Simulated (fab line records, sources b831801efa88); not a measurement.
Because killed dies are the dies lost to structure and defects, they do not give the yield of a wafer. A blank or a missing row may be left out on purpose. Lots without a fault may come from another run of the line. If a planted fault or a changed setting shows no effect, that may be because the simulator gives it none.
Comparing a struck lot with a sound one :: flow sky130 :: 16 out of 708 route steps
Sound: these wafers, L117.1, L117.2, L117.5. Wafers L113.1, L113.5, L113.6 were the ones struck. At the end, the cause is stated.
Order at every step that has rows: each side's tool, ch and its chambers, its first start. Under that, the readings that differ: sound wafers :: struck wafers :: difference of the means :: sigmas: that difference in standard deviations of wafers without a fault.
alike: readings whose means differ by less than 2 such deviations, and words and numbers that are the same on both sides. not compared: withheld readings, readings that some wafer has no value for, bounds like >300 that may hide the same value, and numbers for which the record gives no deviation and whose values overlap.
The two part at a step that has a row with sigmas, a row that says differs or no value, or rows on one side only. Non-overlapping numbers with no deviation appear without sigmas and do not part them. Lack of a reading on every wafer of one side parts them only where that side has two or more wafers.

first, 5 steps without rows for these wafers: SKY_POLY_GATE_COAT_08 (resist thk 450 nm); SKY_POLY_GATE_SOFTBAKE_09 (time 90 s); SKY_POLY_GATE_EXPOSE_10 (exposes mask P1M, target cd 150 nm); SKY_POLY_GATE_PEB_11; SKY_POLY_GATE_DEVELOP_12 (develop time 60 s).
SKY_POLY_GATE_CD_MEAS_13: the cd target is 150 nm.
  sound on cd_sem-01, day 22 08:11; struck on cd_sem-02, day 22 04:35
  alike: cd_nm
SKY_POLY_GATE_OVL_MEAS_14:
  sound on overlay-01, day 22 08:19; struck on overlay-02, day 22 04:43
  alike: POLY_GATE_OVL
SKY_POLY_GATE_ETCH_15: etches BARC in N2/H2, stops on SiO2, time 118.5 s, target depth 110 nm.
  sound on rie_diel-01 ch 0,2, day 22 08:21; struck on rie_diel-02 ch 1,2,3, day 22 04:45
  alike: bias_w, chamber_pressure_mTorr, drypump_motor_current_A, n2_flow_sccm, oes_product_au, rf_fwd_power_W, throttle_valve_pct
  not compared: rf_hours_counter_h
SKY_POLY_GATE_ETCH_16: etches Si3N4 in CH3F/O2, stops on poly-Si, time 147.5 s, target depth 75 nm.
  sound on rie_diel-01 ch 0,2, day 22 08:26; struck on rie_diel-02 ch 1,2,3, day 22 04:50
  alike: bias_w, chamber_pressure_mTorr, drypump_motor_current_A, oes_product_au, rf_fwd_power_W, throttle_valve_pct
  not compared: rf_hours_counter_h
SKY_POLY_GATE_ETCH_17: etches poly-Si in HBr/Cl2, stops on SiO2, target depth 180 nm, time 70.5 s.
  sound on rie_si-01 ch 1,2,3, day 22 08:32; struck on rie_si-02 ch 0,3, day 22 04:56
reading: drypump_motor_current_A (A)
sound: 6.7 6.2 5.7
struck: 4.9 4.9 5.8
difference: -1.0
sigmas: -2
  alike: bias_w, chamber_pressure_mTorr, oes_product_au, rf_fwd_power_W, throttle_valve_pct
  not compared: rf_hours_counter_h
SKY_POLY_GATE_STRIP_18: strips in O2/N2.
  sound on plasma_asher-03 ch 0,1, day 22 08:35; struck on plasma_asher-01 ch 0,1, day 22 04:59
reading: strip_time_to_endpoint_s (s)
sound: 3.08 3.10 3.07
struck: 3.25 3.27 3.29
difference: +0.19
sigmas: +3
  alike: chamber_pressure_mTorr, drypump_motor_current_A, n2_flow_sccm, oes_product_au
  not compared: rf_hours_counter_h
then, 1 step without rows for these wafers: SKY_POLY_GATE_CLEAN_19 (cleans in SC1/SC2, time 150 s).
SKY_POLY_GATE_OXIDATION_20: stabilise 600 s, purge 300 s, target thk 4 nm.
  sound on furnace-02 ch 0, day 22 08:47; struck on furnace-02 ch 0, day 22 08:47
SKY_POLY_GATE_THK_MEAS_21:
  sound on film_metro-02, day 22 10:02; struck on film_metro-04, day 22 10:18
reading: POLY_GATE_OXIDATION_THK (nm)
sound: 3.87 3.91 3.91
struck: 6.55 6.68 6.58
difference: +2.71
sigmas: +28
SKY_POLY_GATE_CD_MEAS_22:
  sound on cd_sem-01, day 22 10:06; struck on cd_sem-02, day 22 14:16
  alike: cd_nm
-- record jumps: 27 days separate the struck wafers' starts on either side; left off in module POLY_GATE, taken up again in module PAD_OPEN, whose first shown step is the route's number 708 --
SKY_PAD_OPEN_PROBE_99:
  sound on prober-02, day 49 19:12; struck on prober-01, day 49 16:12
reading: killed_at_front_end
sound: 8 11 3
struck: 24 14 14
difference: +10
sigmas: +2

reading: model.etest.tip_sonos.rs_ohm_sq
sound: 2613 2622 2633
struck: 3293 3288 3321
difference: +678
sigmas: 

reading: model.etest.tip_p.rs_ohm_sq
sound: 6811 6741 6819
struck: 7057 7143 7111
difference: +313
sigmas: 

reading: model.etest.pfet_01v8.r_on_ohm_um
sound: 2786 2790 2796
struck: 2944 2838 2983
difference: +131
sigmas: 

reading: model.etest.res_pdiff.line_ohm_um
sound: 1410 1386 1391
struck: 1474 1451 1454
difference: +64
sigmas: 

reading: model.etest.tip_n.rs_ohm_sq
sound: 447.1 446.6 449
struck: 483.3 486.4 491.4
difference: +39.5
sigmas: 

reading: model.etest.res_ndiff.line_ohm_um
sound: 773.8 775.8 768.4
struck: 793.2 794.4 789.8
difference: +19.8
sigmas: 

reading: model.etest.sonos_uncharged.r_on_ohm_um
sound: 813.9 822.7 815.5
struck: 846.5 827.9 859.2
difference: +27.2
sigmas: 
  alike: killed_at_M0_to_M3, killed_at_M4_up, killed_at_contacts, killed_at_other, killed_dies, killed_open, killed_short
  not compared: model.etest.nfet_01v8.r_on_ohm_um

## WHERE THEY PART
At SKY_POLY_GATE_ETCH_17 first; at SKY_PAD_OPEN_PROBE_99 last (within this record only).

WHY: whatever the simulator had introduced
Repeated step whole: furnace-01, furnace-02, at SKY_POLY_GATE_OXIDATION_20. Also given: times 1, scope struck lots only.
